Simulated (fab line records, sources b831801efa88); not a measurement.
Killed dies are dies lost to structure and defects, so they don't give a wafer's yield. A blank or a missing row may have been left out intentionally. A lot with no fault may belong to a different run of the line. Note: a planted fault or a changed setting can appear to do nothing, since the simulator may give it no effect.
What tool caused it? :: flow sky130 :: 11 lots with 33 wafers sampled at 5 steps, on a route of 708 steps

WHAT THE GAUGES SHOWED, per wafer
SKY_POLY_GATE_THK_MEAS_01. Usual: for POLY_GATE_CVD_00_THK the level is 180.5 nm and the standard deviation is 1.1.
lot: L139
measured: day 14 02:53
on: film metro-04
POLY_GATE_CVD_00_THK (nm): 180.8 179.8 179.7
flag: 

lot: L140
measured: day 14 04:34
on: film metro-04
POLY_GATE_CVD_00_THK (nm): 179.4 180.3 179.4
flag: 

lot: L141
measured: day 14 14:19
on: film metro-02
POLY_GATE_CVD_00_THK (nm): 179.6 181.5 181.4
flag: 

lot: L142
measured: day 14 22:30
on: film metro-02
POLY_GATE_CVD_00_THK (nm): 180.5 180.5 180.8
flag: 

lot: L143
measured: day 15 03:29
on: film metro-01
POLY_GATE_CVD_00_THK (nm): 181.7 182.2 180.1
flag: 

lot: L144
measured: day 15 15:58
on: film metro-04
POLY_GATE_CVD_00_THK (nm): 181.6 183.3 182.7
flag: 

lot: L145
measured: day 16 01:40
on: film metro-04
POLY_GATE_CVD_00_THK (nm): 178.7 180.8 180.0
flag: 

lot: L146
measured: day 16 07:36
on: film metro-02
POLY_GATE_CVD_00_THK (nm): 180.0 180.3 179.7
flag: 

lot: L147
measured: day 16 16:49
on: film metro-02
POLY_GATE_CVD_00_THK (nm): 179.5 178.6 179.6
flag: 

lot: L155
measured: day 19 18:22
on: film metro-04
POLY_GATE_CVD_00_THK (nm): 235.3 236.5 236.3 235.6 236.6 236.6
flag: OFF

lot: L159
measured: day 20 22:22
on: film metro-01
POLY_GATE_CVD_00_THK (nm): 180.2 181.3 182.1
flag: 

SKY_VIA1_THK_MEAS_01. Usual: for VIA1_HDPCVD_THK the level is 1032 nm and the standard deviation is 7.6.
lot: L139
measured: day 32 19:07
on: film metro-04
VIA1_HDPCVD_THK (nm): 1035 1035 1038
flag: 

lot: L140
measured: day 33 02:38
on: film metro-01
VIA1_HDPCVD_THK (nm): 1044 1024 1031
flag: 

lot: L141
measured: day 33 06:26
on: film metro-01
VIA1_HDPCVD_THK (nm): 1024 1032 1031
flag: 

lot: L142
measured: day 33 16:17
on: film metro-04
VIA1_HDPCVD_THK (nm): 1032 1045 1040
flag: 

lot: L143
measured: day 34 06:20
on: film metro-02
VIA1_HDPCVD_THK (nm): 1027 1031 1038
flag: 

lot: L144
measured: day 34 09:56
on: film metro-04
VIA1_HDPCVD_THK (nm): 1035 1035 1039
flag: 

lot: L145
measured: day 35 00:39
on: film metro-02
VIA1_HDPCVD_THK (nm): 1032 1032 1030
flag: 

lot: L146
measured: day 35 03:53
on: film metro-02
VIA1_HDPCVD_THK (nm): 1047 1035 1040
flag: 

lot: L147
measured: day 35 09:59
on: film metro-04
VIA1_HDPCVD_THK (nm): 1036 1038 1023
flag: 

lot: L159
measured: day 39 00:21
on: film metro-04
VIA1_HDPCVD_THK (nm): 1024 1024 1025
flag: 

SKY_VIA1_BOW_MEAS_03. Usual: for VIA1_BOW the level is 78 um and the standard deviation is 6.5.
lot: L139
measured: day 32 19:29
on: film metro-04
VIA1_BOW (um): 85 96 86
flag: 

lot: L140
measured: day 33 03:01
on: film metro-02
VIA1_BOW (um): 80 77 81
flag: 

lot: L141
measured: day 33 06:49
on: film metro-01
VIA1_BOW (um): 88 80 74
flag: 

lot: L142
measured: day 33 16:38
on: film metro-04
VIA1_BOW (um): 79 82 79
flag: 

lot: L143
measured: day 34 06:43
on: film metro-04
VIA1_BOW (um): 77 72 79
flag: 

lot: L144
measured: day 34 10:18
on: film metro-04
VIA1_BOW (um): 87 77 82
flag: 

lot: L145
measured: day 35 01:01
on: film metro-02
VIA1_BOW (um): 76 79 71
flag: 

lot: L146
measured: day 35 04:14
on: film metro-02
VIA1_BOW (um): 75 80 67
flag: 

lot: L147
measured: day 35 10:22
on: film metro-04
VIA1_BOW (um): 73 80 79
flag: 

lot: L159
measured: day 39 04:18
on: film metro-01
VIA1_BOW (um): 74 75 74
flag: 

TOOL THAT RAN EACH LOT (tool first, then ch and the chambers of the sampled wafers, then the start)
lot: L139
SKY_POLY_GATE_CVD_00: lpcvd-01 ch 0, day 14 01:40
SKY_METAL1_SPUTTER_04: pvd sputter-03, day 31 15:18

lot: L140
SKY_POLY_GATE_CVD_00: lpcvd-01 ch 0, day 14 03:21
SKY_METAL1_SPUTTER_04: pvd sputter-04, day 31 21:54

lot: L141
SKY_POLY_GATE_CVD_00: lpcvd-01 ch 0, day 14 13:06
SKY_METAL1_SPUTTER_04: pvd sputter-01, day 32 02:19

lot: L142
SKY_POLY_GATE_CVD_00: lpcvd-01 ch 1, day 14 21:18
SKY_METAL1_SPUTTER_04: pvd sputter-03, day 32 11:55

lot: L143
SKY_POLY_GATE_CVD_00: lpcvd-01 ch 0, day 15 02:17
SKY_METAL1_SPUTTER_04: pvd sputter-03, day 33 02:20

lot: L144
SKY_POLY_GATE_CVD_00: lpcvd-01 ch 1, day 15 14:46
SKY_METAL1_SPUTTER_04: pvd sputter-01, day 33 05:40

lot: L145
SKY_POLY_GATE_CVD_00: lpcvd-01 ch 0, day 15 23:52
SKY_METAL1_SPUTTER_04: pvd sputter-04, day 33 20:35

lot: L146
SKY_POLY_GATE_CVD_00: lpcvd-01 ch 0, day 16 05:48
SKY_METAL1_SPUTTER_04: pvd sputter-04, day 33 23:49

lot: L147
SKY_POLY_GATE_CVD_00: lpcvd-01 ch 1, day 16 15:36
SKY_METAL1_SPUTTER_04: pvd sputter-03, day 34 06:22

lot: L155
SKY_POLY_GATE_CVD_00: lpcvd-01 ch 1, day 19 17:10
SKY_METAL1_SPUTTER_04: -

lot: L159
SKY_POLY_GATE_CVD_00: lpcvd-01 ch 0, day 20 21:10
SKY_METAL1_SPUTTER_04: pvd sputter-01, day 37 21:47
- SKY_POLY_GATE_CVD_00: deposits poly-Si, target thk 180 nm, time 720 s.
- SKY_METAL1_SPUTTER_04: material TiN, target thk 70 nm, time 58.3 s.

WHAT THE TOOLS THEMSELVES READ (means of the sampled wafers that have a number; where no wafer has one, the mark that the record gives instead)
SKY_POLY_GATE_CVD_00. Usual: spike tc bottom C 643.3 C, standard deviation 1.7; spike tc centre C 620.2 C, standard deviation 1.1; spike tc lower C 619.7 C, standard deviation 1; spike tc top C 640.8 C, standard deviation 2; spike tc upper C 618.1 C, standard deviation 0.95; susceptor temp C 619.97 C, standard deviation 0.28.
lot: L139
tool: lpcvd-01
spike tc bottom C (C): 644.3
spike tc centre C (C): 621.2
spike tc lower C (C): 620.0
spike tc top C (C): 639.0
spike tc upper C (C): 617.9
susceptor temp C (C): 620.39
flag: 

lot: L140
tool: lpcvd-01
spike tc bottom C (C): 645.8
spike tc centre C (C): 621.2
spike tc lower C (C): 620.1
spike tc top C (C): 638.6
spike tc upper C (C): 619.4
susceptor temp C (C): 619.56
flag: 

lot: L141
tool: lpcvd-01
spike tc bottom C (C): 644.3
spike tc centre C (C): 620.5
spike tc lower C (C): 619.8
spike tc top C (C): 639.0
spike tc upper C (C): 618.0
susceptor temp C (C): 619.86
flag: 

lot: L142
tool: lpcvd-01
spike tc bottom C (C): 641.9
spike tc centre C (C): 619.2
spike tc lower C (C): 619.0
spike tc top C (C): 642.1
spike tc upper C (C): 618.2
susceptor temp C (C): 620.23
flag: 

lot: L143
tool: lpcvd-01
spike tc bottom C (C): 644.6
spike tc centre C (C): 620.2
spike tc lower C (C): 618.7
spike tc top C (C): 638.8
spike tc upper C (C): 618.1
susceptor temp C (C): 620.04
flag: 

lot: L144
tool: lpcvd-01
spike tc bottom C (C): 641.9
spike tc centre C (C): 619.9
spike tc lower C (C): 619.0
spike tc top C (C): 642.7
spike tc upper C (C): 617.5
susceptor temp C (C): 619.75
flag: 

lot: L145
tool: lpcvd-01
spike tc bottom C (C): 644.3
spike tc centre C (C): 622.2
spike tc lower C (C): 619.6
spike tc top C (C): 639.3
spike tc upper C (C): 619.0
susceptor temp C (C): 619.83
flag: 

lot: L146
tool: lpcvd-01
spike tc bottom C (C): 644.7
spike tc centre C (C): 621.0
spike tc lower C (C): 619.7
spike tc top C (C): 639.9
spike tc upper C (C): 618.6
susceptor temp C (C): 619.97
flag: 

lot: L147
tool: lpcvd-01
spike tc bottom C (C): 641.9
spike tc centre C (C): 619.2
spike tc lower C (C): 619.3
spike tc top C (C): 642.6
spike tc upper C (C): 618.7
susceptor temp C (C): 620.06
flag: 

lot: L155
tool: lpcvd-01
spike tc bottom C (C): 653.7
spike tc centre C (C): 631.5
spike tc lower C (C): 631.1
spike tc top C (C): 653.6
spike tc upper C (C): 629.8
susceptor temp C (C): 631.79
flag: OFF

lot: L159
tool: lpcvd-01
spike tc bottom C (C): 646.0
spike tc centre C (C): 620.0
spike tc lower C (C): 619.9
spike tc top C (C): 638.3
spike tc upper C (C): 617.6
susceptor temp C (C): 620.03
flag: 

SKY_METAL1_SPUTTER_04. Usual: 30.3 % for throttle valve pct, sd 0.84.
lot: L139
tool: pvd sputter-03
throttle valve pct (%): 29.9
flag: 

lot: L140
tool: pvd sputter-04
throttle valve pct (%): 30.2
flag: 

lot: L141
tool: pvd sputter-01
throttle valve pct (%): 29.5
flag: 

lot: L142
tool: pvd sputter-03
throttle valve pct (%): 30.7
flag: 

lot: L143
tool: pvd sputter-03
throttle valve pct (%): 29.8
flag: 

lot: L144
tool: pvd sputter-01
throttle valve pct (%): 30.8
flag: 

lot: L145
tool: pvd sputter-04
throttle valve pct (%): 30.5
flag: 

lot: L146
tool: pvd sputter-04
throttle valve pct (%): 30.0
flag: 

lot: L147
tool: pvd sputter-03
throttle valve pct (%): 30.1
flag: 

lot: L159
tool: pvd sputter-01
throttle valve pct (%): 30.6
flag: 

THE ANSWER, worked out from the rows above alone
Rule: lot off if the mean of its wafers having a number is beyond 3 standard deviations from the usual mean. A lot without any number at a reading at which 4 lots or more have one is off too. The other lots that the step has rows for count as sound. Order of review: gauges by route order, followed by the tools' own readings, for which a lot's mean as printed above is used. The first step at which some lot is off is used, and at that step the reading that is off furthest; a lot without a number counts as furthest.
Off: L155, at SKY_POLY_GATE_THK_MEAS_01 (POLY_GATE_CVD_00_THK).
A tool fits if, at a process step before that reading, it ran every lot that is off, and no sound lot after the first of them. Not tried: the gauges at SKY_POLY_GATE_THK_MEAS_01; whatever is off there is also off at SKY_POLY_GATE_CVD_00, on other tools, and gauge error can't account for it. None of those tried fits.

WHAT THE SIMULATOR HAD INSERTED
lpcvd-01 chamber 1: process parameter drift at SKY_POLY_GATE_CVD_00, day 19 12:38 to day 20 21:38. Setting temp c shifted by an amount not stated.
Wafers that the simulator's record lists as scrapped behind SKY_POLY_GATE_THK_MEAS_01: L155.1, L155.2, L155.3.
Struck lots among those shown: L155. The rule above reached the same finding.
